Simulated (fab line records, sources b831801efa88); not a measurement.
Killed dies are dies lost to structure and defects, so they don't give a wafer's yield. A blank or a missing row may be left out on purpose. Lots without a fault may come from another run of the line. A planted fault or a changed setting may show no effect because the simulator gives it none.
Chamber matching | flow gf180mcu | GF_V5_CMP_04 on cmp-02: 4 sister chambers
The step polishes SiO2. 18 wafers are shown with their chamber, then 9 later ones without.

WAFERS WITH THEIR CHAMBER
wafer  | chamber | motor_current_A (A)
L373.2 | 2       | 12.8
L373.4 | 0       | 12.7
L373.6 | 2       | 12.7
L376.2 | 0       | 12.3
L376.4 | 3       | 12.7
L376.6 | 2       | 13.2
L383.1 | 0       | 13.5
L383.2 | 2       | 12.5
L383.5 | 2       | 12.5
L385.1 | 0       | 13.1
L385.3 | 2       | 12.6
L385.6 | 0       | 13.5
L388.2 | 3       | 13.3
L388.3 | 1       | 13.1
L388.4 | 0       | 13.4
L392.1 | 2       | 12.3
L392.3 | 3       | 13.0
L392.5 | 3       | 12.3

SIGNATURES (means of the wafers above)
reading         | chamber 0 | chamber 1 | chamber 2 | chamber 3 | scatter within a chamber
motor_current_A | 13.083    | 13.100    | 12.657    | 12.825    | 0.401
Rule: a wafer's distance from a chamber is the root of the sum, over the readings, of the square of ((its reading less the chamber's mean) divided by the reading's scatter). The wafer belongs to the nearest chamber; if the next one is less than 2 further off, it can't be placed. The scatter: the root of (the sum of the squares of (reading less its chamber's mean) over the shown wafers, divided by (wafers less chambers)).

WAFERS WITHOUT THEIR CHAMBER
wafer  | motor_current_A (A)
L393.3 | 12.4
L393.4 | 12.6
L393.5 | 13.4
L394.3 | 12.9
L394.5 | 12.6
L394.6 | 13.3
L395.2 | 13.0
L395.4 | 12.1
L395.6 | 13.2

WHICH CHAMBER EACH WENT THROUGH
wafer  | from the rows above               | in truth
L393.3 | can't be placed: 2 or 3 or 0 or 1 | 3
L393.4 | can't be placed: 2 or 3 or 0 or 1 | 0
L393.5 | can't be placed: 1 or 0 or 3 or 2 | 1
L394.3 | can't be placed: 3 or 0 or 1 or 2 | 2
L394.5 | can't be placed: 2 or 3 or 0 or 1 | 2
L394.6 | can't be placed: 1 or 0 or 3 or 2 | 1
L395.2 | can't be placed: 0 or 1 or 3 or 2 | 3
L395.4 | can't be placed: 2 or 3 or 0 or 1 | 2
L395.6 | can't be placed: 1 or 0 or 3 or 2 | 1
Placed correctly: 0 of 9. Can't be placed from these rows: 9 (the true chamber is among the candidates in 9). Placed wrongly: 0.
